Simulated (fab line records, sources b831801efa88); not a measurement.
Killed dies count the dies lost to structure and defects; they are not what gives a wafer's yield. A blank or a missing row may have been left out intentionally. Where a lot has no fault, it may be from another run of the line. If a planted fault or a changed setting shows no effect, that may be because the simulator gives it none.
A single fault, viewed from 2 desks | flow gf180mcu | only its own numbers are on each desk; what lay behind them is given at the end

== AT THE TOOL OWNER'S DESK: implanter-04 ==
The tool's own readings at GF_LVPWELL_IMPLANT_09, given as means over the sampled wafers that have a number, one for each lot that went through this tool. A lot is out of limits, marked OUT, if its mean lies more than 4 standard deviations from the usual mean; the brackets give that distance.
Columns: A = tilt_deg at GF_LVPWELL_IMPLANT_09, usual 0.000 degrees
lot  | first seen here | A
L648 | day 4 00:35     | -0.001
L650 | day 4 07:41     | 0.006
L652 | day 4 20:19     | 0.001
L656 | day 5 19:29     | 4.423 (+99 or more) OUT
L657 | day 6 00:06     | 4.388 (+99 or more) OUT
Finding of this desk: L656, L657 out of limits; the first was L656 at day 5 19:29, on tilt_deg at GF_LVPWELL_IMPLANT_09. L648, L650, L652: within limits.

== FROM THE METROLOGY DESK ==
Lot by lot, what the gauges showed, no matter which tool ran the lot: averages of those sampled wafers that carry a number. A lot is out of limits, marked OUT, if its mean lies more than 4 standard deviations from the usual mean; the brackets give that distance.
Columns: A = LVPWELL_TW at GF_LVPWELL_TW_MEAS_11, usual 558; B = LVPWELL_RS at GF_VT_IMPLANT_RS_MEAS_48, usual 1195.3 ohm/sq; C = NSD_TW at GF_NSD_TW_MEAS_12, usual 4221; D = CONTACT_W_RS at GF_CONTACT_RS_MEAS_25, usual 0.379 ohm/sq
lot  | first seen here | A              | B                 | C    | D
L648 | day 4 00:50     | 552            | 1196.9            | 4227 | 0.369
L649 | day 4 03:48     | 560            | 1191.4            | 4210 | 0.363
L650 | day 4 07:55     | 553            | 1193.5            | 4232 | 0.372
L651 | day 4 14:25     | 560            | 1199.6            | 4211 | 0.388
L652 | day 4 20:34     | 560            | 1192.6            | 4211 | 0.385
L654 | day 5 07:34     | 554            | 1194.3            | 4189 | 0.373
L656 | day 5 19:44     | 576 (+4.9) OUT | 1165.1 (-11) OUT  | 4228 | 0.380
L657 | day 6 00:19     | 575 (+4.7) OUT | 1167.9 (-9.8) OUT | 4229 | 0.379
L663 | day 7 10:16     | 561            | 1194.1            | 4248 | 0.386
L665 | day 7 20:57     | 560            | 1200.0            | 4226 | 0.385
L667 | day 8 07:38     | 563            | 1197.6            | 4194 | 0.373
L669 | day 8 20:50     | 564            | 1193.8            | 4278 | 0.385
L670 | day 9 00:42     | 559            | 1197.9            | 4248 | 0.368
Per this desk, out of limits: L656, L657; the first was L656, day 5 19:44 (LVPWELL_TW at GF_LVPWELL_TW_MEAS_11). L648, L649, L650, L651, L652, L654, L663, L665, L667, L669, L670: within limits.

== PUT TOGETHER ==
On L656, L657, at day 5 19:29, an alarm was possible from the tool owner's desk.
Metrology desk: alarm possible at day 5 19:44 on L656, L657.
Every lot named ran GF_LVPWELL_IMPLANT_09 on implanter-04.

== WHAT HAD BEEN PUT IN BY THE SIMULATOR ==
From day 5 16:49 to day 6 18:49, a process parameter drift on implanter-04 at GF_LVPWELL_IMPLANT_09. Setting tilt_deg shifted by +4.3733 from 0. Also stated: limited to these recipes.
Lots struck among those shown: L656, L657.
Delay (hours) between the fault's onset and each desk's first out-of-limits reading: 3 at the tool owner's desk, 3 at the metrology desk.
